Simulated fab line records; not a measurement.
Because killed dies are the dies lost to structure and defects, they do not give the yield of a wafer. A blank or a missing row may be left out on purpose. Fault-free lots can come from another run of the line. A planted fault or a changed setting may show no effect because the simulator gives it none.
Chamber matching || flow sky130 || cmp-02 running SKY_CONTACT_CMP_04: 4 sister chambers
The step polishes SiO2. 15 wafers are shown with their chamber, then 7 later ones without.

WAFERS PAIRED WITH THEIR CHAMBERS
{"wafer": "L870.3", "chamber": 0, "motor_current_A (A)": 11.0, "time_to_endpoint_s (s)": 81}
{"wafer": "L870.4", "chamber": 3, "motor_current_A (A)": 11.4, "time_to_endpoint_s (s)": 77}
{"wafer": "L870.6", "chamber": 1, "motor_current_A (A)": 11.3, "time_to_endpoint_s (s)": 82}
{"wafer": "L871.2", "chamber": 0, "motor_current_A (A)": 11.1, "time_to_endpoint_s (s)": 81}
{"wafer": "L871.5", "chamber": 1, "motor_current_A (A)": 11.2, "time_to_endpoint_s (s)": 80}
{"wafer": "L871.6", "chamber": 0, "motor_current_A (A)": 10.5, "time_to_endpoint_s (s)": 81}
{"wafer": "L874.1", "chamber": 0, "motor_current_A (A)": 10.7, "time_to_endpoint_s (s)": 87}
{"wafer": "L874.5", "chamber": 3, "motor_current_A (A)": 11.5, "time_to_endpoint_s (s)": 83}
{"wafer": "L874.6", "chamber": 0, "motor_current_A (A)": 11.2, "time_to_endpoint_s (s)": 85}
{"wafer": "L875.3", "chamber": 2, "motor_current_A (A)": 11.2, "time_to_endpoint_s (s)": 86}
{"wafer": "L875.4", "chamber": 1, "motor_current_A (A)": 10.7, "time_to_endpoint_s (s)": 85}
{"wafer": "L875.6", "chamber": 2, "motor_current_A (A)": 10.8, "time_to_endpoint_s (s)": 87}
{"wafer": "L881.4", "chamber": 2, "motor_current_A (A)": 10.9, "time_to_endpoint_s (s)": 85}
{"wafer": "L881.5", "chamber": 0, "motor_current_A (A)": 10.8, "time_to_endpoint_s (s)": 84}
{"wafer": "L881.6", "chamber": 1, "motor_current_A (A)": 11.6, "time_to_endpoint_s (s)": 82}

SIGNATURES, as means of the wafers listed above
{"reading": "motor_current_A", "chamber 0": 10.883, "chamber 1": 11.200, "chamber 2": 10.967, "chamber 3": 11.450, "scatter within a chamber": 0.28}
{"reading": "time_to_endpoint_s", "chamber 0": 83.17, "chamber 1": 82.25, "chamber 2": 86.00, "chamber 3": 80.00, "scatter within a chamber": 2.44}
Rule: for a wafer and a chamber, the distance is found by dividing, reading by reading, the gap between the wafer's reading and the chamber's mean by the reading's scatter, squaring, summing and taking the root. If the next closest chamber is less than 2 further off than the closest, the wafer can't be placed; otherwise it belongs to the closest. How the scatter is found: for the shown wafers, subtract from each reading the mean of its chamber, square and add these, divide the total by (wafers less chambers), then take the root.

WAFERS WITH NO CHAMBER GIVEN
{"wafer": "L886.5", "motor_current_A (A)": 10.7, "time_to_endpoint_s (s)": 81}
{"wafer": "L887.1", "motor_current_A (A)": 10.4, "time_to_endpoint_s (s)": 81}
{"wafer": "L887.2", "motor_current_A (A)": 10.8, "time_to_endpoint_s (s)": 83}
{"wafer": "L887.6", "motor_current_A (A)": 11.2, "time_to_endpoint_s (s)": 80}
{"wafer": "L892.1", "motor_current_A (A)": 12.4, "time_to_endpoint_s (s)": 81}
{"wafer": "L892.2", "motor_current_A (A)": 10.1, "time_to_endpoint_s (s)": 86}
{"wafer": "L892.4", "motor_current_A (A)": 11.1, "time_to_endpoint_s (s)": 83}

WHICH CHAMBER EACH WENT THROUGH
{"wafer": "L886.5", "from the rows above": "can't be placed: 0 or 1 or 2 or 3", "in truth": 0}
{"wafer": "L887.1", "from the rows above": "can't be placed: 0 or 2 or 1 or 3", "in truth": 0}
{"wafer": "L887.2", "from the rows above": "can't be placed: 0 or 2 or 1", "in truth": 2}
{"wafer": "L887.6", "from the rows above": "can't be placed: 3 or 1 or 0 or 2", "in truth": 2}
{"wafer": "L892.1", "from the rows above": "can't be placed: 3 or 1", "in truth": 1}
{"wafer": "L892.2", "from the rows above": "can't be placed: 0 or 2 or 1", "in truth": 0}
{"wafer": "L892.4", "from the rows above": "can't be placed: 1 or 0 or 2 or 3", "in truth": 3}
0 of 7 placed correctly. Not placeable from these rows: 7 (in 7, the candidates include the true chamber). Placed wrongly: 0.
